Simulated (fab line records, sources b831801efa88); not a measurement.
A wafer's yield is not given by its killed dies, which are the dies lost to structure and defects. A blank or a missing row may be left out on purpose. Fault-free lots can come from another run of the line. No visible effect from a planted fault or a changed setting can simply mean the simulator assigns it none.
fab line records -- flow sky130
record: lots: 12, wafers: 36, last_day: 50
route steps=708 shown METAL4@598 METAL5@661 PASSIVATION@681 PAD_OPEN@708
lots with no fault: from the same line, run without faults
start_h: start of the lot's first displayed wafer, in hours after the record's first day -- wait_h: hours elapsed since this lot's preceding step -- " as in the row above -- L1.1+2: a row that stands for several wafers -- - value missing, or start not given -- * or withheld: withheld -- < > ~ a bound
route shown NAME@n: names a module that has steps shown in the file, with the first one's number in the route -- usual: the fault-free wafers' mean and standard deviation -- same: alike in all rows -- chamber/n: place in a boat -- sites: the reading at each site -- _std_site: standard deviation of those values -- _edge_site: mean of outer sites minus mean of inner sites -- radius_mm: how far each site lies from the wafer's centre -- mask NAME#n: copy n -- behind: tool/chamber where the wafer was last shaped -- hold: reason for holding the lot/hours on hold/outcome of the hold -- device: transistor that didn't switch, given as n, p or np -- end of line: the route-end tests of the same wafers -- a step without rows: its recipe alone -- killed: dies that structure and defects cost at the first sort, which is not the same as the wafer's yield -- map: a wafer's dies, marking killed ones x, the rest . and places with no die _
set.NAME: the setting the step ran with; set.NAME@STEP: the setting that earlier step ran with -- model.NAME: the simulator's own value behind a step, which no gauge read
steps of the route over a sample of lots; a table a step, a row a wafer
services: when a tool's chamber went out of use (start_h, in hours from the record's first day, below 0 if earlier), for how many hours, and the reason
== steps ==
step: SKY_METAL4_SPUTTER_00
recipe: material: Ti, target_thk_nm: 15, power_w: 3000, time_s: 10, chamber_pressure_pa: 0.4
usual: cathode_dc_power_W: 3000.0/0.62, throttle_valve_pct: 29.7/1.1
lot.wafer,tool,chamber,start_h,wait_h,cathode_dc_power_W,throttle_valve_pct
L817.1,pvd_sputter-03,-,941.46,0.1,3000.3,30.2
L817.3,pvd_sputter-03,-,941.46,0.1,3000.4,28.9
L817.6,pvd_sputter-03,-,941.46,0.1,3000.8,28.9
L818.2,pvd_sputter-01,-,942.99,0.2,3000.5,29.4
L818.5,pvd_sputter-01,-,942.99,0.2,3000.2,31.6
L818.6,pvd_sputter-01,-,942.99,0.2,2999.7,29.1
L819.2,pvd_sputter-01,-,953.57,0.1,3000.3,28.0
L819.3,pvd_sputter-01,-,953.57,0.1,3000.6,31.5
L819.4,pvd_sputter-01,-,953.57,0.1,2999.4,29.1
L820.3,pvd_sputter-01,-,958.35,0.1,3000.8,31.4
L820.5,pvd_sputter-01,-,958.35,0.1,2999.5,28.1
L820.6,pvd_sputter-01,-,958.35,0.1,3001.2,29.1
L829.1,pvd_sputter-02,-,1022.26,0.1,2999.3,28.8
L829.3,pvd_sputter-02,-,1022.26,0.1,3000.6,29.9
L829.5,pvd_sputter-02,-,1022.26,0.1,3000.8,29.5
L830.1,pvd_sputter-01,-,1039.34,0.2,3000.1,31.3
L830.4,pvd_sputter-01,-,1039.34,0.2,3000.7,29.3
L830.5,pvd_sputter-01,-,1039.34,0.2,2999.2,29.2
L832.1,pvd_sputter-03,-,1045.05,0.1,3000.5,30.2
L832.2,pvd_sputter-03,-,1045.05,0.1,2999.7,29.4
L832.5,pvd_sputter-03,-,1045.05,0.1,3000.2,29.1
L833.1,pvd_sputter-03,-,1050.58,0.1,2999.7,31.9
L833.4,pvd_sputter-03,-,1050.58,0.1,2999.9,29.9
L833.5,pvd_sputter-03,-,1050.58,0.1,2999.3,31.7
L835.1,pvd_sputter-03,-,1066.16,0.1,3000.5,28.9
L835.3,pvd_sputter-03,-,1066.16,0.1,2999.5,30.3
L835.5,pvd_sputter-03,-,1066.16,0.1,3000.0,29.5
L836.3,pvd_sputter-02,-,1068.91,0.2,2999.8,29.5
L836.4,pvd_sputter-02,-,1068.91,0.2,3000.4,29.7
L836.6,pvd_sputter-02,-,1068.91,0.2,3001.0,29.7
L839.1,pvd_sputter-03,-,1089.89,0.2,3000.4,32.0
L839.4,pvd_sputter-03,-,1089.89,0.2,3000.4,29.3
L839.6,pvd_sputter-03,-,1089.89,0.2,2999.9,29.0
L840.1,pvd_sputter-02,-,1092.06,0.1,3000.1,29.3
L840.2,pvd_sputter-02,-,1092.06,0.1,3000.7,29.5
L840.6,pvd_sputter-02,-,1092.06,0.1,2999.9,29.5
step: SKY_METAL5_SPUTTER_00
recipe: material: Ti, target_thk_nm: 15, power_w: 3000, time_s: 10, chamber_pressure_pa: 0.4
usual: cathode_dc_power_W: 3000.0/0.51, throttle_valve_pct: 30.1/0.99
lot.wafer,tool,chamber,start_h,wait_h,cathode_dc_power_W,throttle_valve_pct
L817.1,pvd_sputter-03,-,1018.51,0.1,3000.3,29.1
L817.3,pvd_sputter-03,-,1018.51,0.1,3001.4,28.9
L817.6,pvd_sputter-03,-,1018.51,0.1,3000.4,29.9
L818.2,pvd_sputter-02,-,1018.81,0.2,2999.7,29.6
L818.5,pvd_sputter-02,-,1018.81,0.2,3000.8,31.2
L818.6,pvd_sputter-02,-,1018.81,0.2,2999.5,29.3
L819.2,pvd_sputter-02,-,1029.01,0.2,2999.6,29.3
L819.3,pvd_sputter-02,-,1029.01,0.2,2999.9,28.9
L819.4,pvd_sputter-02,-,1029.01,0.2,2999.9,29.8
L820.3,pvd_sputter-04,-,1031.84,0.1,3001.4,29.4
L820.5,pvd_sputter-04,-,1031.84,0.1,3000.3,30.1
L820.6,pvd_sputter-04,-,1031.84,0.1,3000.5,29.9
L829.1,pvd_sputter-04,-,1092.08,0.1,3000.7,32.0
L829.3,pvd_sputter-04,-,1092.08,0.1,2999.7,29.2
L829.5,pvd_sputter-04,-,1092.08,0.1,2998.9,30.4
L830.1,pvd_sputter-04,-,1106.32,0.1,2999.7,30.3
L830.4,pvd_sputter-04,-,1106.32,0.1,2999.9,29.9
L830.5,pvd_sputter-04,-,1106.32,0.1,3000.0,29.8
L832.1,pvd_sputter-04,-,1112.00,0.1,2999.5,29.7
L832.2,pvd_sputter-04,-,1112.00,0.1,3000.7,32.0
L832.5,pvd_sputter-04,-,1112.00,0.1,3000.2,30.5
L833.1,pvd_sputter-04,-,1116.55,0.2,3000.9,30.3
L833.4,pvd_sputter-04,-,1116.55,0.2,3000.0,29.6
L833.5,pvd_sputter-04,-,1116.55,0.2,2999.9,30.2
L835.1,pvd_sputter-02,-,1132.24,0.2,3000.1,29.4
L835.3,pvd_sputter-02,-,1132.24,0.2,3000.5,29.8
L835.5,pvd_sputter-02,-,1132.24,0.2,2999.7,31.1
L836.3,pvd_sputter-03,-,1136.14,0.1,3000.1,29.9
L836.4,pvd_sputter-03,-,1136.14,0.1,2999.8,29.2
L836.6,pvd_sputter-03,-,1136.14,0.1,3000.2,31.6
L839.1,pvd_sputter-04,-,1154.55,0.2,3000.4,32.1
L839.4,pvd_sputter-04,-,1154.55,0.2,2999.9,30.4
L839.6,pvd_sputter-04,-,1154.55,0.2,2999.8,29.3
L840.1,pvd_sputter-03,-,1155.15,0.2,3000.5,29.3
L840.2,pvd_sputter-03,-,1155.15,0.2,3000.3,30.0
L840.6,pvd_sputter-03,-,1155.15,0.2,2999.0,30.1
step: SKY_PASSIVATION_CVD_00
recipe: material: SiO2, target_thk_nm: 90, temp_c: 400, time_s: withheld, rf_w: 600
usual: heater_power_w: 673/91
lot.wafer,tool,chamber,start_h,wait_h,heater_power_w
L817.1,pecvd-02,0,1041.71,0.0,589
L817.3,pecvd-02,2,1041.71,0.0,739
L817.6,pecvd-02,2,1041.71,0.0,753
L818.2,pecvd-02,0,1042.01,0.0,471
L818.5,pecvd-02,0,1042.01,0.0,496
L818.6,pecvd-02,2,1042.01,0.0,752
L819.2,pecvd-03,2,1052.23,0.0,677
L819.3,pecvd-03,1,1052.23,0.0,663
L819.4,pecvd-03,1,1052.23,0.0,670
L820.3,pecvd-03,0,1054.68,0.0,812
L820.5,pecvd-03,1,1054.68,0.0,676
L820.6,pecvd-03,0,1054.68,0.0,810
L829.1,pecvd-03,2,1113.36,0.0,674
L829.3,pecvd-03,0,1113.36,0.0,797
L829.5,pecvd-03,0,1113.36,0.0,815
L830.1,pecvd-02,2,1126.74,0.0,666
L830.4,pecvd-02,0,1126.74,0.0,565
L830.5,pecvd-02,2,1126.74,0.0,685
L832.1,pecvd-02,2,1133.28,0.0,689
L832.2,pecvd-02,0,1133.28,0.0,592
L832.5,pecvd-02,2,1133.28,0.0,677
L833.1,pecvd-01,2,1137.66,0.0,634
L833.4,pecvd-01,0,1137.66,0.0,698
L833.5,pecvd-01,2,1137.66,0.0,643
L835.1,pecvd-01,2,1151.51,0.0,642
L835.3,pecvd-01,0,1151.51,0.0,703
L835.5,pecvd-01,2,1151.51,0.0,662
L836.3,pecvd-02,0,1155.23,0.0,563
L836.4,pecvd-02,2,1155.23,0.0,755
L836.6,pecvd-02,0,1155.23,0.0,577
L839.1,pecvd-01,0,1173.31,0.0,630
L839.4,pecvd-01,1,1173.31,0.0,711
L839.6,pecvd-01,0,1173.31,0.0,617
L840.1,pecvd-03,0,1174.05,0.0,835
L840.2,pecvd-03,1,1174.05,0.0,619
L840.6,pecvd-03,1,1174.05,0.0,638
step: SKY_PASSIVATION_ETCH_11
recipe: chemistry: CF4/O2, target_depth_nm: 725, stop_on: AlCu, source_w: 800, bias_w: 150, pressure_mtorr: 150, cf4_flow_sccm: 80, O2_flow_sccm: 10, time_s: 161.1
usual: drypump_motor_current_A: 5.8/0.44, oes_product_au: 0.979/0.0072, throttle_valve_pct: 5.965/0.0091
lot.wafer,tool,chamber,start_h,wait_h,drypump_motor_current_A,oes_product_au,rf_hours_counter_h,throttle_valve_pct
L817.1,rie_diel-01,2,1064.66,-,6.3,0.966,11,5.953
L817.3,rie_diel-01,1,1064.66,-,5.5,0.983,6,5.957
L817.6,rie_diel-01,2,1064.66,-,6.3,0.971,-,5.956
L818.2,rie_diel-04,1,1064.82,-,6.3,0.970,18,5.970
L818.5,rie_diel-04,3,1064.82,-,5.9,0.980,-,5.973
L818.6,rie_diel-04,2,1064.82,-,5.8,0.978,-,5.970
L819.2,rie_diel-01,2,1074.32,-,6.3,0.976,11,5.978
L819.3,rie_diel-01,3,1074.32,-,5.5,0.984,6,5.971
L819.4,rie_diel-01,3,1074.32,-,5.5,0.980,-,5.963
L820.3,rie_diel-04,2,1075.27,-,5.7,0.983,14,5.986
L820.5,rie_diel-04,2,1075.27,-,5.7,0.984,-,5.960
L820.6,rie_diel-04,3,1075.27,-,5.9,0.975,-,5.951
L829.1,rie_diel-02,2,1133.77,-,5.1,0.959,17,5.959
L829.3,rie_diel-02,0,1133.77,-,5.0,0.977,13,5.968
L829.5,rie_diel-02,2,1133.77,-,5.1,0.989,-,5.952
L830.1,rie_diel-02,1,1144.50,-,5.6,0.986,22,5.973
L830.4,rie_diel-02,3,1144.50,-,6.4,0.981,8,5.979
L830.5,rie_diel-02,3,1144.50,-,6.5,0.990,-,5.962
L832.1,rie_diel-01,3,1151.57,-,5.5,0.973,8,5.967
L832.2,rie_diel-01,2,1151.57,-,6.3,0.968,13,5.969
L832.5,rie_diel-01,1,1151.57,-,5.5,0.990,-,5.968
L833.1,rie_diel-04,1,1156.31,-,6.3,0.981,22,5.957
L833.4,rie_diel-04,3,1156.31,-,5.9,0.983,13,5.974
L833.5,rie_diel-04,3,1156.31,-,5.9,0.983,-,5.963
L835.1,rie_diel-02,3,1170.11,-,6.4,0.974,9,5.963
L835.3,rie_diel-02,2,1170.11,-,5.1,0.974,18,5.968
L835.5,rie_diel-02,3,1170.11,-,6.4,0.981,-,5.953
L836.3,rie_diel-02,1,1173.96,-,5.6,0.977,23,5.965
L836.4,rie_diel-02,3,1173.96,-,6.4,0.980,-,5.967
L836.6,rie_diel-02,2,1173.96,-,5.1,0.985,-,5.977
L839.1,rie_diel-02,0,1190.72,-,5.0,0.981,14,5.967
L839.4,rie_diel-02,1,1190.72,-,5.6,0.991,24,5.964
L839.6,rie_diel-02,3,1190.72,-,6.4,0.982,-,5.964
L840.1,rie_diel-04,0,1191.07,-,5.6,0.986,23,5.970
L840.2,rie_diel-04,1,1191.07,-,6.3,0.970,23,5.953
L840.6,rie_diel-04,1,1191.07,-,6.3,0.987,-,5.959
step: SKY_PAD_OPEN_PROBE_99
usual: defect_limited_yield: 82.6/1.9, killed_at_M0_to_M3: 43/5.9, killed_at_M4_up: 2.9/1.5, killed_at_contacts: 24/5, killed_at_front_end: 15/4.8, killed_at_other: 0.2/0.5, killed_dies: 86/9.3, killed_open: 47/7.1, killed_short: 38/6.3, sort_bin_3_pad_short: 0.8/0.42, sort_bin_5_function: 10.2/1.4, sort_bin_6_memory: 6.4/1.1, sort_n_pass: 406/9.3, sort_yield_pct: 82.6/1.9
same: gross_dies: 492, killed_at_back_side: 0, sort_bin_4_leakage[%]: 0, sort_bin_8_speed[%]: 0
lot.wafer,tool,chamber,start_h,wait_h,hold,defect_limited_yield[%],killed_at_M0_to_M3,killed_at_M4_up,killed_at_contacts,killed_at_front_end,killed_at_other,killed_dies,killed_open,killed_short,sort_bin_3_pad_short[%],sort_bin_5_function[%],sort_bin_6_memory[%],sort_n_pass,sort_yield_pct[%]
L817.1,prober-01,-,1088.87,0.1,-,83.7,51,2,20,7,0,80,43,37,1.0,9.8,5.5,412,83.7
L817.3,prober-01,-,1088.97,0.2,-,84.1,37,2,22,16,1,78,43,35,0.4,10.2,5.3,414,84.1
L817.6,prober-01,-,1089.12,0.2,-,82.3,46,3,28,10,0,87,52,35,0.4,11.6,5.7,405,82.3
L818.2,prober-02,-,1090.42,0.1,-,81.9,50,2,23,14,0,89,58,31,0.6,12.6,4.9,403,81.9
L818.5,prober-02,-,1090.57,0.2,-,83.9,35,5,25,13,1,79,42,37,0.4,10.2,5.5,413,83.9
L818.6,prober-02,-,1090.62,0.2,-,81.7,47,6,19,18,0,90,48,42,1.2,10.0,7.1,402,81.7
L819.2,prober-01,-,1098.08,0.1,-,83.7,37,0,23,19,1,80,44,36,1.2,9.1,5.9,412,83.7
L819.3,prober-01,-,1098.13,0.2,-,81.7,46,1,27,16,0,90,57,33,1.0,11.2,6.1,402,81.7
L819.4,prober-01,-,1098.18,0.2,-,81.5,48,4,17,22,0,91,49,42,0.8,11.0,6.7,401,81.5
L820.3,prober-02,-,1098.78,0.2,-,81.1,52,4,24,12,1,93,49,44,0.2,11.2,7.5,399,81.1
L820.5,prober-02,-,1098.88,0.2,-,82.5,41,1,28,16,0,86,39,47,1.6,10.6,5.3,406,82.5
L820.6,prober-02,-,1098.93,0.2,-,81.5,53,2,27,9,0,91,47,44,1.0,11.6,5.9,401,81.5
L829.1,prober-01,-,1154.49,0.1,-,81.1,49,7,28,9,0,93,55,38,0.6,10.2,8.1,399,81.1
L829.3,prober-01,-,1154.59,0.2,-,81.9,46,2,28,13,0,89,47,42,1.2,10.4,6.5,403,81.9
L829.5,prober-01,-,1154.69,0.2,-,84.8,42,5,12,16,0,75,43,32,1.0,7.9,6.3,417,84.8
L830.1,prober-02,-,1164.33,0.1,await_dispo/2.3h/release,83.3,46,5,15,15,1,82,46,36,0.2,11.6,4.9,410,83.3
L830.4,prober-02,-,1164.48,0.2,await_dispo/2.3h/release,78.7,41,36,21,7,0,105,35,36,2.4,11.8,7.1,387,78.7
L830.5,prober-02,-,1164.53,0.2,await_dispo/2.3h/release,77.8,38,34,22,15,0,109,44,35,2.6,13.6,5.9,383,77.8
L832.1,prober-02,-,1172.09,0.1,-,85.0,33,4,26,11,0,74,37,37,1.0,10.0,4.1,418,85.0
L832.2,prober-02,-,1172.14,0.1,-,82.7,47,3,27,8,0,85,45,40,0.6,10.8,5.9,407,82.7
L832.5,prober-02,-,1172.29,0.2,-,81.7,47,3,27,13,0,90,47,43,0.8,11.2,6.3,402,81.7
L833.1,prober-01,-,1176.94,0.1,-,81.9,48,1,28,12,0,89,49,40,1.0,9.8,7.3,403,81.9
L833.4,prober-01,-,1177.09,0.2,-,82.5,46,0,27,13,0,86,46,40,0.6,10.8,6.1,406,82.5
L833.5,prober-01,-,1177.14,0.2,-,78.5,51,5,26,22,2,106,66,40,1.2,11.6,8.7,386,78.5
L835.1,prober-02,-,1188.99,0.1,-,87.0,27,3,26,6,2,64,40,24,1.2,7.3,4.5,428,87.0
L835.3,prober-02,-,1189.09,0.2,-,85.4,35,3,23,11,0,72,41,31,0.4,8.3,5.9,420,85.4
L835.5,prober-02,-,1189.19,0.2,-,79.5,36,5,35,25,0,101,47,54,1.2,11.6,7.7,391,79.5
L836.3,prober-01,-,1193.62,0.2,-,85.6,31,3,18,19,0,71,44,27,0.6,9.6,4.3,421,85.6
L836.4,prober-01,-,1193.67,0.2,-,83.5,43,4,23,11,0,81,41,40,0.8,9.6,6.1,411,83.5
L836.6,prober-01,-,1193.77,0.2,-,76.8,66,3,29,16,0,114,55,59,1.6,14.8,6.7,378,76.8
L839.1,prober-02,-,1208.84,0.1,-,81.9,42,3,26,17,1,89,51,38,1.2,10.8,6.1,403,81.9
L839.4,prober-02,-,1208.99,0.2,-,82.9,39,1,25,18,1,84,47,37,0.4,9.6,7.1,408,82.9
L839.6,prober-02,-,1209.09,0.2,-,83.1,40,3,27,13,0,83,41,42,1.0,8.7,7.1,409,83.1
L840.1,prober-01,-,1209.08,0.1,-,81.9,50,5,21,13,0,89,51,38,0.4,10.4,7.3,403,81.9
L840.2,prober-01,-,1209.13,0.1,-,81.3,41,5,30,16,0,92,58,34,0.6,11.4,6.7,400,81.3
L840.6,prober-01,-,1209.33,0.2,-,83.5,43,4,23,10,1,81,41,40,1.6,7.1,7.7,411,83.5
killed by level:class
L817.1 VIA1:geometric_particle:open=12 CONTACT:geometric_particle:open=9 METAL2:geometric_particle:short=8 VIA3:geometric_particle:open=7 LI_CONTACT:geometric_particle:open=6 METAL1:geometric_particle:short=6 VIA1:geometric_particle:short=4 VIA2:geometric_particle:open=4
L817.3 CONTACT:geometric_particle:open=9 METAL2:geometric_particle:short=7 VIA3:geometric_particle:open=7 POLY_GATE:geometric_particle:open=6 VIA1:geometric_particle:open=6 POLY_GATE:geometric_particle:short=5 LI_CONTACT:geometric_particle:open=5 CONTACT:geometric_particle:short=5
L817.6 LI_CONTACT:geometric_particle:open=9 VIA2:geometric_particle:open=9 VIA1:geometric_particle:open=8 CONTACT:geometric_particle:short=6 CONTACT:geometric_particle:open=6 VIA3:geometric_particle:open=6 METAL1:geometric_particle:short=6 FIELD_ISO:geometric_particle:open=5
L818.2 VIA1:geometric_particle:open=15 CONTACT:geometric_particle:open=10 VIA2:geometric_particle:open=10 VIA3:geometric_particle:open=7 CONTACT:geometric_particle:short=5 FIELD_ISO:geometric_particle:open=4 METAL1:geometric_particle:short=4 METAL2:geometric_particle:short=4
L818.5 CONTACT:geometric_particle:open=8 VIA2:geometric_particle:open=7 LI_CONTACT:geometric_particle:open=6 FIELD_ISO:geometric_particle:short=5 METAL1:geometric_particle:short=5 METAL2:geometric_particle:open=5 LOCAL_INTERCONNECT:geometric_particle:short=4 VIA1:geometric_particle:open=4
L818.6 VIA1:geometric_particle:open=13 FIELD_ISO:geometric_particle:open=6 VIA1:geometric_particle:short=6 CONTACT:geometric_particle:open=6 METAL2:geometric_particle:short=6 VIA3:geometric_particle:open=6 POLY_GATE:geometric_particle:short=4 LI_CONTACT:geometric_particle:short=4
L819.2 CONTACT:geometric_particle:open=9 LI_CONTACT:geometric_particle:open=7 VIA1:geometric_particle:open=6 VIA2:geometric_particle:open=6 POLY_GATE:geometric_particle:short=5 VIA3:geometric_particle:open=5 FIELD_ISO:geometric_particle:short=4 VIA1:geometric_particle:short=4
L819.3 CONTACT:geometric_particle:open=11 LI_CONTACT:geometric_particle:open=8 VIA1:geometric_particle:open=8 VIA2:geometric_particle:open=8 FIELD_ISO:geometric_particle:short=5 POLY_GATE:geometric_particle:open=5 VIA3:geometric_particle:open=5 CONTACT:geometric_particle:short=4
L819.4 VIA1:geometric_particle:open=10 VIA3:geometric_particle:open=10 CONTACT:geometric_particle:open=9 VIA3:geometric_particle:short=8 FIELD_ISO:geometric_particle:short=7 METAL1:geometric_particle:short=6 FIELD_ISO:geometric_particle:open=5 LI_CONTACT:geometric_particle:open=5
L820.3 VIA1:geometric_particle:open=14 VIA3:geometric_particle:open=8 VIA2:geometric_particle:open=7 LI_CONTACT:geometric_particle:open=6 METAL3:geometric_particle:short=6 CONTACT:geometric_particle:open=6 LI_CONTACT:geometric_particle:short=5 VIA1:geometric_particle:short=5
L820.5 CONTACT:geometric_particle:open=12 VIA1:geometric_particle:short=8 METAL2:geometric_particle:short=7 VIA1:geometric_particle:open=7 LI_CONTACT:geometric_particle:open=6 FIELD_ISO:geometric_particle:short=5 CONTACT:geometric_particle:short=5 METAL1:geometric_particle:open=5
L820.6 CONTACT:geometric_particle:open=13 METAL2:geometric_particle:short=8 METAL1:geometric_particle:short=8 LI_CONTACT:geometric_particle:open=7 VIA1:geometric_particle:open=7 VIA1:geometric_particle:short=7 VIA3:geometric_particle:open=7 VIA3:geometric_particle:short=6
L829.1 CONTACT:geometric_particle:open=15 VIA1:geometric_particle:open=13 VIA2:geometric_particle:open=8 METAL2:geometric_particle:short=6 VIA3:geometric_particle:open=6 METAL1:geometric_particle:short=5 VIA1:geometric_particle:short=5 LI_CONTACT:geometric_particle:open=4
L829.3 VIA1:geometric_particle:open=11 CONTACT:geometric_particle:short=8 VIA3:geometric_particle:open=7 CONTACT:geometric_particle:open=7 VIA2:geometric_particle:open=7 VIA1:geometric_particle:short=6 LI_CONTACT:geometric_particle:open=5 METAL2:geometric_particle:short=5
L829.5 VIA1:geometric_particle:open=11 VIA3:geometric_particle:open=8 VIA1:geometric_particle:short=5 FIELD_ISO:geometric_particle:short=4 FIELD_ISO:geometric_particle:open=4 CONTACT:geometric_particle:open=4 VIA2:geometric_particle:short=4 SPACER:geometric_particle:open=3
L830.1 VIA1:geometric_particle:open=15 VIA3:geometric_particle:open=6 CONTACT:geometric_particle:short=6 METAL2:geometric_particle:short=6 FIELD_ISO:geometric_particle:open=5 VIA2:geometric_particle:open=5 POLY_GATE:geometric_particle:short=4 CONTACT:geometric_particle:open=4
L830.4 METAL4:unspecified=34 CONTACT:geometric_particle:open=11 METAL2:geometric_particle:short=9 METAL1:geometric_particle:short=8 VIA2:geometric_particle:open=7 VIA3:geometric_particle:open=6 VIA1:geometric_particle:open=5 POLY_GATE:geometric_particle:short=3
L830.5 METAL4:unspecified=30 CONTACT:geometric_particle:open=8 LI_CONTACT:geometric_particle:open=7 VIA2:geometric_particle:open=7 VIA3:geometric_particle:open=7 METAL2:geometric_particle:short=5 CONTACT:geometric_particle:short=5 FIELD_ISO:geometric_particle:short=4
L832.1 CONTACT:geometric_particle:open=11 VIA1:geometric_particle:open=7 LI_CONTACT:geometric_particle:open=6 LOCAL_INTERCONNECT:geometric_particle:short=5 METAL1:geometric_particle:short=5 VIA1:geometric_particle:short=5 FIELD_ISO:geometric_particle:open=4 METAL2:geometric_particle:short=4
L832.2 LI_CONTACT:geometric_particle:open=12 VIA2:geometric_particle:open=9 VIA1:geometric_particle:open=9 CONTACT:geometric_particle:short=7 VIA1:geometric_particle:short=5 VIA2:geometric_particle:short=5 VIA3:geometric_particle:open=5 METAL1:geometric_particle:short=4
L832.5 CONTACT:geometric_particle:open=11 VIA1:geometric_particle:open=10 METAL2:geometric_particle:short=8 VIA2:geometric_particle:open=8 LOCAL_INTERCONNECT:geometric_particle:short=6 METAL1:geometric_particle:short=6 VIA1:geometric_particle:short=6 LI_CONTACT:geometric_particle:open=5
L833.1 VIA1:geometric_particle:open=15 CONTACT:geometric_particle:open=8 VIA1:geometric_particle:short=8 VIA2:geometric_particle:open=8 LI_CONTACT:geometric_particle:open=7 CONTACT:geometric_particle:short=6 VIA3:geometric_particle:open=6 FIELD_ISO:geometric_particle:short=5
L833.4 VIA1:geometric_particle:open=13 CONTACT:geometric_particle:open=11 METAL1:geometric_particle:short=7 LOCAL_INTERCONNECT:geometric_particle:short=5 VIA3:geometric_particle:open=5 LI_CONTACT:geometric_particle:open=4 METAL2:geometric_particle:short=4 VIA1:geometric_particle:short=4
L833.5 VIA1:geometric_particle:open=20 CONTACT:geometric_particle:open=11 VIA3:geometric_particle:open=10 LI_CONTACT:geometric_particle:open=7 FIELD_ISO:geometric_particle:open=6 VIA1:geometric_particle:short=6 POLY_GATE:geometric_particle:open=5 METAL1:geometric_particle:short=5
L835.1 CONTACT:geometric_particle:open=12 LI_CONTACT:geometric_particle:open=10 VIA1:geometric_particle:open=5 VIA2:geometric_particle:open=5 METAL1:geometric_particle:short=3 VIA1:geometric_particle:short=3 METAL2:geometric_particle:short=3 VIA2:geometric_particle:short=3
L835.3 VIA1:geometric_particle:open=9 LI_CONTACT:geometric_particle:open=9 METAL2:geometric_particle:short=6 VIA3:geometric_particle:open=6 CONTACT:geometric_particle:open=5 CONTACT:geometric_particle:short=5 FIELD_ISO:geometric_particle:open=4 VIA1:geometric_particle:short=4
L835.5 LI_CONTACT:geometric_particle:open=14 LOCAL_INTERCONNECT:geometric_particle:short=10 POLY_GATE:geometric_particle:short=5 POLY_GATE:geometric_particle:open=5 SPACER:geometric_particle:open=5 VIA1:geometric_particle:short=5 CONTACT:geometric_particle:open=5 METAL1:geometric_particle:short=5
L836.3 LI_CONTACT:geometric_particle:open=9 VIA3:geometric_particle:open=9 POLY_GATE:geometric_particle:open=5 VIA1:geometric_particle:open=5 FIELD_ISO:geometric_particle:open=4 POLY_GATE:geometric_particle:short=3 LI_CONTACT:geometric_particle:short=3 CONTACT:geometric_particle:open=3
L836.4 CONTACT:geometric_particle:open=10 VIA1:geometric_particle:open=7 VIA2:geometric_particle:open=6 VIA2:geometric_particle:short=6 LI_CONTACT:geometric_particle:short=5 VIA3:geometric_particle:open=5 POLY_GATE:geometric_particle:short=4 CONTACT:geometric_particle:short=4
L836.6 METAL2:geometric_particle:short=13 VIA2:geometric_particle:open=10 CONTACT:geometric_particle:open=10 VIA1:geometric_particle:open=10 FIELD_ISO:geometric_particle:short=9 VIA3:geometric_particle:open=7 CONTACT:geometric_particle:short=6 METAL1:geometric_particle:short=5
L839.1 VIA1:geometric_particle:open=10 POLY_GATE:geometric_particle:open=9 CONTACT:geometric_particle:open=7 VIA2:geometric_particle:open=7 LOCAL_INTERCONNECT:geometric_particle:short=6 LI_CONTACT:geometric_particle:open=5 CONTACT:geometric_particle:short=5 METAL2:geometric_particle:open=5
L839.4 CONTACT:geometric_particle:open=10 FIELD_ISO:geometric_particle:open=8 VIA1:geometric_particle:open=8 VIA1:geometric_particle:short=6 CONTACT:geometric_particle:short=6 LI_CONTACT:geometric_particle:open=5 VIA3:geometric_particle:open=5 POLY_GATE:geometric_particle:short=4
L840.1 VIA1:geometric_particle:open=16 VIA2:geometric_particle:open=11 METAL2:geometric_particle:short=7 LI_CONTACT:geometric_particle:open=6 CONTACT:geometric_particle:open=6 METAL1:geometric_particle:short=5 VIA3:geometric_particle:short=4 FIELD_ISO:geometric_particle:short=3
L839.6 CONTACT:geometric_particle:open=10 METAL1:geometric_particle:short=6 VIA1:geometric_particle:open=6 VIA2:geometric_particle:open=6 POLY_GATE:geometric_particle:open=5 LOCAL_INTERCONNECT:geometric_particle:short=5 CONTACT:geometric_particle:short=5 METAL2:geometric_particle:short=5
L840.2 CONTACT:geometric_particle:open=12 VIA1:geometric_particle:open=11 LI_CONTACT:geometric_particle:open=9 VIA2:geometric_particle:open=8 FIELD_ISO:geometric_particle:short=5 METAL1:geometric_particle:short=5 CONTACT:geometric_particle:short=5 VIA3:geometric_particle:open=5
L840.6 VIA1:geometric_particle:open=9 LI_CONTACT:geometric_particle:open=7 VIA1:geometric_particle:short=5 VIA3:geometric_particle:open=5 VIA3:geometric_particle:short=5 POLY_GATE:geometric_particle:short=4 CONTACT:geometric_particle:short=4 LOCAL_INTERCONNECT:geometric_particle:short=4
== services ==
tool,chamber,start_h,hours,kind
rie_diel-02,1,926.81,1.6,repair
pecvd-02,-,946.56,2.7,repair
pecvd-03,-,948.93,0.5,repair
rie_diel-02,-,959.67,1.7,repair
rie_diel-04,-,967.33,14.6,pm
rie_diel-04,0,984.70,15.3,repair
pecvd-02,1,985.55,4.6,repair
pvd_sputter-01,-,998.05,2.1,repair
pecvd-02,1,1030.40,80.1,repair
pecvd-03,-,1046.45,2.8,pm
pvd_sputter-04,-,1053.87,1.9,repair
rie_diel-04,0,1061.44,4.6,repair
pvd_sputter-01,-,1065.34,5.4,repair
pecvd-02,-,1071.12,0.7,repair
pvd_sputter-03,-,1072.59,3.6,repair
rie_diel-02,2,1077.04,6.9,repair
pvd_sputter-03,-,1094.92,1.5,repair
rie_diel-04,1,1095.84,2.7,repair
pecvd-02,1,1119.54,8.8,repair
pecvd-03,-,1120.55,14.6,pm
pvd_sputter-04,-,1126.41,0.9,repair
rie_diel-02,-,1159.83,1.0,repair
rie_diel-02,0,1165.10,16.5,repair
pvd_sputter-02,-,1168.53,0.6,repair
== key ==
first_sign: step: SKY_PAD_OPEN_PROBE_99, reading: killed_at_M4_up, direction: up, sigmas: 21, usual: 2.9, struck: 35
effect: step: SKY_PAD_OPEN_PROBE_99, reading: sort_bin_3_pad_short, direction: up, sigmas: 4.2, usual: 0.8, struck: 2.5
met_at SKY_METAL4_SPUTTER_00
struck_lots L830
struck_wafers L830.4,L830.5
not_acting_at SKY_METAL5_SPUTTER_00,SKY_PASSIVATION_CVD_00,SKY_PASSIVATION_ETCH_11
onset_between 958.35 1039.34
fault: kind: chamber_particle_source, tool: pvd_sputter-01, chamber: -, onset_h: 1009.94, steps: SKY_METAL4_SPUTTER_00, rate_per_visit_cm2: 1.7273, end_h: 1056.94, scope: struck_wafers_only
